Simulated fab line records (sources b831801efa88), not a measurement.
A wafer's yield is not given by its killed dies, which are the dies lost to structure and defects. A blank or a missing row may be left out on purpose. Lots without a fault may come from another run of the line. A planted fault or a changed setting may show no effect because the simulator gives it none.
Which tool is to blame? :: flow sky130 :: 15 lots with 42 wafers sampled at 4 steps, on a route of 708 steps

## WHAT THE GAUGES SHOWED, per wafer
SKY_VT_ADJUST_PCH_TW_MEAS_10. Usual: VT_ADJUST_PCH_TW gives 143.1 (standard deviation 0.74).
lot: L734
measured: day 10 13:52
on: film-metro-04
VT_ADJUST_PCH_TW: 142.7 143.5 143.1
flag: 

lot: L735
measured: day 11 01:28
on: film-metro-01
VT_ADJUST_PCH_TW: 142.5 141.9 142.7
flag: 

lot: L736
measured: day 11 11:33
on: film-metro-02
VT_ADJUST_PCH_TW: 143.4 142.9 143.2
flag: 

lot: L737
measured: day 11 13:01
on: film-metro-01
VT_ADJUST_PCH_TW: 142.9 142.7 143.1
flag: 

lot: L738
measured: day 11 20:21
on: film-metro-02
VT_ADJUST_PCH_TW: 142.3 143.3 143.7
flag: 

lot: L742
measured: day 12 23:43
on: film-metro-04
VT_ADJUST_PCH_TW: 143.5 143.5
flag: 

lot: L744
measured: day 13 17:46
on: film-metro-01
VT_ADJUST_PCH_TW: 143.8 143.2
flag: 

lot: L745
measured: day 13 21:19
on: film-metro-01
VT_ADJUST_PCH_TW: 142.8 143.9
flag: 

lot: L746
measured: day 14 03:16
on: film-metro-02
VT_ADJUST_PCH_TW: 143.6 143.0 143.7
flag: 

lot: L748
measured: day 14 19:13
on: film-metro-04
VT_ADJUST_PCH_TW: 144.3 144.2 143.9
flag: 

lot: L753
measured: day 16 06:50
on: film-metro-01
VT_ADJUST_PCH_TW: 142.5 143.0 143.1
flag: 

lot: L754
measured: day 16 18:15
on: film-metro-01
VT_ADJUST_PCH_TW: 142.5 142.6 142.9
flag: 

lot: L755
measured: day 17 04:58
on: film-metro-04
VT_ADJUST_PCH_TW: 144.2 144.5 143.8
flag: 

lot: L756
measured: day 17 09:31
on: film-metro-02
VT_ADJUST_PCH_TW: 141.9 142.3 142.4
flag: 

lot: L757
measured: day 17 13:01
on: film-metro-01
VT_ADJUST_PCH_TW: 141.9 142.5 143.1
flag: 

SKY_SD_N_TW_MEAS_12. Usual: SD_N_TW gives 4011 (standard deviation 68).
lot: L734
measured: day 28 12:05
on: film-metro-02
SD_N_TW: 3985 4002 4017
flag: 

lot: L735
measured: day 28 21:08
on: film-metro-01
SD_N_TW: 3921 3902 3892
flag: 

lot: L736
measured: day 29 10:14
on: film-metro-04
SD_N_TW: 4025 4051 4036
flag: 

lot: L737
measured: day 29 06:25
on: film-metro-01
SD_N_TW: 3953 3924 3903
flag: 

lot: L738
measured: day 29 12:41
on: film-metro-04
SD_N_TW: 4052 4043 4064
flag: 

lot: L742
measured: day 30 21:38
on: film-metro-01
SD_N_TW: 3888 3907
flag: 

lot: L744
measured: day 31 17:40
on: film-metro-04
SD_N_TW: 4061 4067
flag: 

lot: L745
measured: day 31 21:50
on: film-metro-04
SD_N_TW: 4079 4073
flag: 

lot: L746
measured: day 32 01:11
on: film-metro-01
SD_N_TW: 3949 3928 3967
flag: 

lot: L748
measured: day 32 19:35
on: film-metro-02
SD_N_TW: 3996 4010 4005
flag: 

lot: L753
measured: day 34 04:54
on: film-metro-04
SD_N_TW: 4086 4096 4070
flag: 

lot: L754
measured: day 34 13:24
on: film-metro-04
SD_N_TW: 4100 4083 4083
flag: 

lot: L755
measured: day 35 01:38
on: film-metro-04
SD_N_TW: 4072 4078 4080
flag: 

lot: L756
measured: day 35 04:56
on: film-metro-04
SD_N_TW: 4082 4050 4050
flag: 

lot: L757
measured: day 35 09:02
on: film-metro-04
SD_N_TW: 4066 4068 4042
flag: 

## WHICH TOOL RAN EACH LOT (tool, then ch and the chambers of the sampled wafers, then the start)
lot: L734
SKY_POLY_GATE_ETCH_17: rie-si-01 ch 1,2,3, day 16 20:06
SKY_POLY_GATE_STRIP_18: plasma-asher-01 ch 0,1, day 16 20:09

lot: L735
SKY_POLY_GATE_ETCH_17: rie-si-02 ch 1,2,3, day 17 06:23
SKY_POLY_GATE_STRIP_18: plasma-asher-03 ch 0,1, day 17 06:26

lot: L736
SKY_POLY_GATE_ETCH_17: rie-si-02 ch 1,2,3, day 17 19:27
SKY_POLY_GATE_STRIP_18: plasma-asher-01 ch 0,1, day 17 19:30

lot: L737
SKY_POLY_GATE_ETCH_17: rie-si-01 ch 0,2,3, day 17 18:14
SKY_POLY_GATE_STRIP_18: plasma-asher-03 ch 0,1, day 17 18:18

lot: L738
SKY_POLY_GATE_ETCH_17: rie-si-02 ch 0,1,3, day 18 01:20
SKY_POLY_GATE_STRIP_18: plasma-asher-03 ch 0,1, day 18 01:24

lot: L742
SKY_POLY_GATE_ETCH_17: rie-si-01 ch 0,3, day 19 13:00
SKY_POLY_GATE_STRIP_18: plasma-asher-02 ch 0,1, day 19 13:03

lot: L744
SKY_POLY_GATE_ETCH_17: rie-si-01 ch 1,2, day 20 09:09
SKY_POLY_GATE_STRIP_18: plasma-asher-02 ch 0,1, day 20 09:14

lot: L745
SKY_POLY_GATE_ETCH_17: rie-si-01 ch 0, day 20 14:50
SKY_POLY_GATE_STRIP_18: plasma-asher-01 ch 1, day 20 14:53

lot: L746
SKY_POLY_GATE_ETCH_17: rie-si-02 ch 1,2,3, day 20 18:53
SKY_POLY_GATE_STRIP_18: plasma-asher-01 ch 0,1, day 20 18:56

lot: L748
SKY_POLY_GATE_ETCH_17: rie-si-02 ch 0,3, day 21 12:21
SKY_POLY_GATE_STRIP_18: plasma-asher-02 ch 0,1, day 21 12:24

lot: L753
SKY_POLY_GATE_ETCH_17: rie-si-01 ch 0,1, day 23 05:38
SKY_POLY_GATE_STRIP_18: plasma-asher-01 ch 0,1, day 23 05:43

lot: L754
SKY_POLY_GATE_ETCH_17: rie-si-02 ch 0,1,2, day 23 14:41
SKY_POLY_GATE_STRIP_18: plasma-asher-02 ch 0,1, day 23 14:45

lot: L755
SKY_POLY_GATE_ETCH_17: rie-si-01 ch 0,2,3, day 24 06:08
SKY_POLY_GATE_STRIP_18: plasma-asher-03 ch 0,1, day 24 06:11

lot: L756
SKY_POLY_GATE_ETCH_17: rie-si-02 ch 1,2,3, day 24 09:44
SKY_POLY_GATE_STRIP_18: plasma-asher-03 ch 0,1, day 24 09:47

lot: L757
SKY_POLY_GATE_ETCH_17: rie-si-01 ch 0,1,3, day 24 11:29
SKY_POLY_GATE_STRIP_18: plasma-asher-01 ch 0,1, day 24 11:32
- SKY_POLY_GATE_ETCH_17: etches poly-Si in HBr/Cl2, stops on SiO2, target depth 180 nm, time 70.5 s.
- SKY_POLY_GATE_STRIP_18: strips in O2/N2.

## WHAT THE TOOLS THEMSELVES READ (means of the sampled wafers that have a number; where no wafer has one, the mark that the record gives instead)
SKY_POLY_GATE_ETCH_17. Usual: chamber-pressure-mTorr 10.001 mTorr, standard deviation 0.01; drypump-motor-current-A 5.9 A, standard deviation 0.47; oes-product-au 0.991 a.u., standard deviation 0.0075; throttle-valve-pct 33.685 %, standard deviation 0.01.
lot: L734
tool: rie-si-01
chamber-pressure-mTorr (mTorr): 10.000
drypump-motor-current-A (A): 5.9
oes-product-au (a.u.): 0.988
throttle-valve-pct (%): 33.688
flag: 

lot: L735
tool: rie-si-02
chamber-pressure-mTorr (mTorr): 10.004
drypump-motor-current-A (A): 6.0
oes-product-au (a.u.): 0.981
throttle-valve-pct (%): 33.682
flag: 

lot: L736
tool: rie-si-02
chamber-pressure-mTorr (mTorr): 10.011
drypump-motor-current-A (A): 6.0
oes-product-au (a.u.): 0.993
throttle-valve-pct (%): 33.691
flag: 

lot: L737
tool: rie-si-01
chamber-pressure-mTorr (mTorr): 9.998
drypump-motor-current-A (A): 6.0
oes-product-au (a.u.): 0.990
throttle-valve-pct (%): 33.681
flag: 

lot: L738
tool: rie-si-02
chamber-pressure-mTorr (mTorr): 9.994
drypump-motor-current-A (A): 5.6
oes-product-au (a.u.): 0.984
throttle-valve-pct (%): 33.689
flag: 

lot: L742
tool: rie-si-01
chamber-pressure-mTorr (mTorr): 9.994
drypump-motor-current-A (A): 6.2
oes-product-au (a.u.): 0.871
throttle-valve-pct (%): 33.674
flag: OFF

lot: L744
tool: rie-si-01
chamber-pressure-mTorr (mTorr): 9.998
drypump-motor-current-A (A): 5.8
oes-product-au (a.u.): 0.866
throttle-valve-pct (%): 33.684
flag: OFF

lot: L745
tool: rie-si-01
chamber-pressure-mTorr (mTorr): 10.000
drypump-motor-current-A (A): 6.4
oes-product-au (a.u.): 0.875
throttle-valve-pct (%): 33.689
flag: OFF

lot: L746
tool: rie-si-02
chamber-pressure-mTorr (mTorr): 10.001
drypump-motor-current-A (A): 6.0
oes-product-au (a.u.): 0.989
throttle-valve-pct (%): 33.688
flag: 

lot: L748
tool: rie-si-02
chamber-pressure-mTorr (mTorr): 10.005
drypump-motor-current-A (A): 5.4
oes-product-au (a.u.): 0.996
throttle-valve-pct (%): 33.688
flag: 

lot: L753
tool: rie-si-01
chamber-pressure-mTorr (mTorr): 9.998
drypump-motor-current-A (A): 6.3
oes-product-au (a.u.): 0.979
throttle-valve-pct (%): 33.686
flag: 

lot: L754
tool: rie-si-02
chamber-pressure-mTorr (mTorr): 10.000
drypump-motor-current-A (A): 5.9
oes-product-au (a.u.): 0.997
throttle-valve-pct (%): 33.678
flag: 

lot: L755
tool: rie-si-01
chamber-pressure-mTorr (mTorr): 9.997
drypump-motor-current-A (A): 6.0
oes-product-au (a.u.): 0.995
throttle-valve-pct (%): 33.682
flag: 

lot: L756
tool: rie-si-02
chamber-pressure-mTorr (mTorr): 9.996
drypump-motor-current-A (A): 6.0
oes-product-au (a.u.): 0.987
throttle-valve-pct (%): 33.683
flag: 

lot: L757
tool: rie-si-01
chamber-pressure-mTorr (mTorr): 9.998
drypump-motor-current-A (A): 6.3
oes-product-au (a.u.): 0.992
throttle-valve-pct (%): 33.693
flag: 

SKY_POLY_GATE_STRIP_18. Usual: chamber-pressure-mTorr 1500.1 mTorr, standard deviation 1.3; drypump-motor-current-A 6.0 A, standard deviation 0.44; n2-flow-sccm 300.0 sccm, standard deviation 0.86; oes-product-au 0.361 a.u., standard deviation 0.0051; strip-time-to-endpoint-s 3.16 s, standard deviation 0.047.
lot: L734
tool: plasma-asher-01
chamber-pressure-mTorr (mTorr): 1498.9
drypump-motor-current-A (A): 5.5
n2-flow-sccm (sccm): 300.4
oes-product-au (a.u.): 0.368
strip-time-to-endpoint-s (s): 3.21
flag: 

lot: L735
tool: plasma-asher-03
chamber-pressure-mTorr (mTorr): 1499.2
drypump-motor-current-A (A): 6.4
n2-flow-sccm (sccm): 299.9
oes-product-au (a.u.): 0.363
strip-time-to-endpoint-s (s): 3.15
flag: 

lot: L736
tool: plasma-asher-01
chamber-pressure-mTorr (mTorr): 1501.5
drypump-motor-current-A (A): 5.5
n2-flow-sccm (sccm): 299.6
oes-product-au (a.u.): 0.359
strip-time-to-endpoint-s (s): 3.15
flag: 

lot: L737
tool: plasma-asher-03
chamber-pressure-mTorr (mTorr): 1500.0
drypump-motor-current-A (A): 6.4
n2-flow-sccm (sccm): 299.9
oes-product-au (a.u.): 0.361
strip-time-to-endpoint-s (s): 3.09
flag: 

lot: L738
tool: plasma-asher-03
chamber-pressure-mTorr (mTorr): 1499.5
drypump-motor-current-A (A): 6.3
n2-flow-sccm (sccm): 300.8
oes-product-au (a.u.): 0.357
strip-time-to-endpoint-s (s): 3.11
flag: 

lot: L742
tool: plasma-asher-02
chamber-pressure-mTorr (mTorr): 1499.8
drypump-motor-current-A (A): 5.9
n2-flow-sccm (sccm): 299.0
oes-product-au (a.u.): 0.364
strip-time-to-endpoint-s (s): 3.31
flag: OFF

lot: L744
tool: plasma-asher-02
chamber-pressure-mTorr (mTorr): 1500.2
drypump-motor-current-A (A): 5.9
n2-flow-sccm (sccm): 299.6
oes-product-au (a.u.): 0.366
strip-time-to-endpoint-s (s): 3.38
flag: OFF

lot: L745
tool: plasma-asher-01
chamber-pressure-mTorr (mTorr): 1499.8
drypump-motor-current-A (A): 5.7
n2-flow-sccm (sccm): 299.6
oes-product-au (a.u.): 0.356
strip-time-to-endpoint-s (s): 3.26
flag: 

lot: L746
tool: plasma-asher-01
chamber-pressure-mTorr (mTorr): 1499.0
drypump-motor-current-A (A): 5.5
n2-flow-sccm (sccm): 300.6
oes-product-au (a.u.): 0.363
strip-time-to-endpoint-s (s): 3.19
flag: 

lot: L748
tool: plasma-asher-02
chamber-pressure-mTorr (mTorr): 1500.0
drypump-motor-current-A (A): 6.0
n2-flow-sccm (sccm): 300.2
oes-product-au (a.u.): 0.361
strip-time-to-endpoint-s (s): 3.16
flag: 

lot: L753
tool: plasma-asher-01
chamber-pressure-mTorr (mTorr): 1501.4
drypump-motor-current-A (A): 5.5
n2-flow-sccm (sccm): 299.2
oes-product-au (a.u.): 0.361
strip-time-to-endpoint-s (s): 3.20
flag: 

lot: L754
tool: plasma-asher-02
chamber-pressure-mTorr (mTorr): 1501.0
drypump-motor-current-A (A): 5.8
n2-flow-sccm (sccm): 299.7
oes-product-au (a.u.): 0.363
strip-time-to-endpoint-s (s): 3.11
flag: 

lot: L755
tool: plasma-asher-03
chamber-pressure-mTorr (mTorr): 1498.7
drypump-motor-current-A (A): 6.4
n2-flow-sccm (sccm): 300.4
oes-product-au (a.u.): 0.362
strip-time-to-endpoint-s (s): 3.21
flag: 

lot: L756
tool: plasma-asher-03
chamber-pressure-mTorr (mTorr): 1499.9
drypump-motor-current-A (A): 6.4
n2-flow-sccm (sccm): 300.8
oes-product-au (a.u.): 0.366
strip-time-to-endpoint-s (s): 3.18
flag: 

lot: L757
tool: plasma-asher-01
chamber-pressure-mTorr (mTorr): 1500.7
drypump-motor-current-A (A): 5.4
n2-flow-sccm (sccm): 300.4
oes-product-au (a.u.): 0.362
strip-time-to-endpoint-s (s): 3.19
flag: 

## THE ANSWER, worked out from the rows above alone
Rule: take the mean of a lot's wafers that have a number; if it is more than 3 standard deviations from the usual mean, the lot is off. Also off: a lot with no number at a reading for which 4 or more lots have one. All remaining lots with rows at the step are treated as sound. The gauges are gone through in route order, then the tools' own readings, and for those a lot's mean is taken as printed above. The first step at which some lot is off is used, and at that step the reading that is off furthest; a lot without a number counts as furthest.
Off: L742, L744, L745 (SKY_POLY_GATE_ETCH_17, oes-product-au).
A tool fits if, at that step or a process step before it, it ran every lot that is off, and no sound lot after the first of them. Of those tried, none fits.

## WHAT HAD BEEN PUT IN BY THE SIMULATOR
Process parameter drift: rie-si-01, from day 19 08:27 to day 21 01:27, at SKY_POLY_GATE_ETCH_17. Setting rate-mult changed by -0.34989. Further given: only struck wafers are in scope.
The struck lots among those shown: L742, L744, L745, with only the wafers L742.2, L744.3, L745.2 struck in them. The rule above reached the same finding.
